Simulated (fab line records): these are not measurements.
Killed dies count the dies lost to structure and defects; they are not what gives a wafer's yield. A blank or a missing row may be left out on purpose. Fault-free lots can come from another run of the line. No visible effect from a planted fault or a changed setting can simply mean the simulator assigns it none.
Check of tool commonality	flow sky130	Sample size 10 lots and 30 wafers

WHY IT WAS OPENED
Of 10 lots, 1 have the reading VT_ADJUST_LVTN_TW flagged at SKY_VT_ADJUST_LVTN_TW_MEAS_10. No-fault wafers: 243.0, standard deviation 1.4.
Rule: a lot is flagged in two cases, either no wafer of it has a number, or all its wafers with numbers fall more than 4 standard deviations from that mean. The other lots count as sound.

lot	measured	on	VT_ADJUST_LVTN_TW, wafer by wafer	flag
L804	day 7 19:43	film-metro-01	243.3 242.6 242.3	
L806	day 8 14:02	film-metro-03	243.7 244.1 244.9	
L808	day 8 22:17	film-metro-03	242.8 244.5 244.3	
L809	day 9 06:30	film-metro-04	242.2 242.9 241.7	
L810	day 9 12:51	film-metro-03	30.2 30.0 30.0	FLAGGED
L812	day 9 23:37	film-metro-03	241.8 241.8 242.7	
L819	day 12 01:44	film-metro-04	245.5 244.5 245.2	
L820	day 12 09:38	film-metro-04	243.9 245.4 244.5	
L821	day 12 10:51	film-metro-04	246.4 244.6 245.6	
L822	day 12 16:49	film-metro-04	243.2 244.2 243.8	
Flagged lots average 30.1: -212.9 relative to the usual, that is -99 or more standard deviations.

LOT BY LOT: THE TOOL USED
The record holds 3 process steps before the reading, out of a route of 708 steps. Cell contents, in order: the tool; ch with the chambers the sampled wafers went through; the start.
lot	flag	SKY_DNWELL_STRIP_08	SKY_VT_ADJUST_LVTN_EXPOSE_04	SKY_VT_ADJUST_LVTN_STRIP_09
L804		plasma-asher-01 ch 0,1, day 4 00:45	iline-stepper-01 ch 0, day 7 10:14	plasma-asher-01 ch 0,1, day 7 19:37
L806		plasma-asher-02 ch 0,1, day 4 14:42	iline-stepper-01 ch 0, day 8 03:48	plasma-asher-01 ch 0,1, day 8 13:56
L808		plasma-asher-03 ch 0,1, day 4 22:27	iline-stepper-01 ch 0, day 8 12:04	plasma-asher-03 ch 0,1, day 8 22:11
L809		plasma-asher-02 ch 0,1, day 5 04:24	iline-stepper-02 ch 0, day 8 19:30	plasma-asher-02 ch 0,1, day 9 06:23
L810	FLAGGED	plasma-asher-03 ch 0,1, day 5 10:00	iline-stepper-02 ch 0, day 9 02:16	plasma-asher-03 ch 0,1, day 9 12:45
L812		plasma-asher-03 ch 0,1, day 5 18:27	iline-stepper-01 ch 0, day 9 12:44	plasma-asher-01 ch 0,1, day 9 23:31
L819		plasma-asher-02 ch 0, day 7 10:49	iline-stepper-02 ch 0, day 11 13:27	plasma-asher-01 ch 1, day 12 01:38
L820		plasma-asher-03 ch 0,1, day 7 16:59	iline-stepper-01 ch 0, day 11 21:31	plasma-asher-03 ch 0,1, day 12 09:32
L821		plasma-asher-03 ch 0,1, day 7 19:42	iline-stepper-02 ch 0, day 11 22:31	plasma-asher-02 ch 0,1, day 12 10:45
L822		plasma-asher-01 ch 0,1, day 8 01:47	iline-stepper-02 ch 0, day 12 05:37	plasma-asher-03 ch 0, day 12 16:42
What the steps here do:
- SKY_DNWELL_STRIP_08: strips in O2/N2.
- SKY_VT_ADJUST_LVTN_EXPOSE_04: exposes mask NWM COMPLEMENT LESS NATIVE, target cd 840 nm.
- SKY_VT_ADJUST_LVTN_STRIP_09: strips in O2/N2.
- SKY_VT_ADJUST_LVTN_TW_MEAS_10

FLAGGED OVER TOTAL, TOOL BY TOOL (the gauges that took the reading come last)
step	tool	lots run	flagged	share of the flagged lots	sound lots run after its first flagged lot
SKY_DNWELL_STRIP_08	plasma-asher-01	2	0	none	-
SKY_DNWELL_STRIP_08	plasma-asher-02	3	0	none	-
SKY_DNWELL_STRIP_08	plasma-asher-03	5	1	all	3 (L812,L820,L821)
SKY_VT_ADJUST_LVTN_EXPOSE_04	iline-stepper-01	5	0	none	-
SKY_VT_ADJUST_LVTN_EXPOSE_04	iline-stepper-02	5	1	all	3 (L819,L821,L822)
SKY_VT_ADJUST_LVTN_STRIP_09	plasma-asher-01	4	0	none	-
SKY_VT_ADJUST_LVTN_STRIP_09	plasma-asher-02	2	0	none	-
SKY_VT_ADJUST_LVTN_STRIP_09	plasma-asher-03	4	1	all	2 (L820,L822)
SKY_VT_ADJUST_LVTN_TW_MEAS_10	film-metro-01	1	0	none	-
SKY_VT_ADJUST_LVTN_TW_MEAS_10	film-metro-03	4	1	all	1 (L812)
SKY_VT_ADJUST_LVTN_TW_MEAS_10	film-metro-04	5	0	none	-

WHAT THE TABLE ALLOWS
4 rows of the table ran every flagged lot: plasma-asher-03 at SKY_DNWELL_STRIP_08, iline-stepper-02 at SKY_VT_ADJUST_LVTN_EXPOSE_04, plasma-asher-03 at SKY_VT_ADJUST_LVTN_STRIP_09, film-metro-03 at SKY_VT_ADJUST_LVTN_TW_MEAS_10.
- plasma-asher-03 at SKY_DNWELL_STRIP_08: 1 of its 5 lots flagged. Lots that were sound ran on it after the first flagged one (L812, L820, L821); a persistent fault on the entire tool would not allow that.
- iline-stepper-02 at SKY_VT_ADJUST_LVTN_EXPOSE_04: 1 of its 5 lots flagged. Lots that were sound ran on it after the first flagged one (L819, L821, L822); a persistent fault on the entire tool would not allow that.
- plasma-asher-03 at SKY_VT_ADJUST_LVTN_STRIP_09: 1 of its 4 lots flagged. Lots that were sound ran on it after the first flagged one (L820, L822); a persistent fault on the entire tool would not allow that.
- film-metro-03 at SKY_VT_ADJUST_LVTN_TW_MEAS_10: 1 of its 4 lots flagged. Lots that were sound ran on it after the first flagged one (L812); a persistent fault on the entire tool would not allow that.
Every row of the table either missed a flagged lot or ran a sound lot after the first.

WHAT THE SIMULATOR HAD INSERTED
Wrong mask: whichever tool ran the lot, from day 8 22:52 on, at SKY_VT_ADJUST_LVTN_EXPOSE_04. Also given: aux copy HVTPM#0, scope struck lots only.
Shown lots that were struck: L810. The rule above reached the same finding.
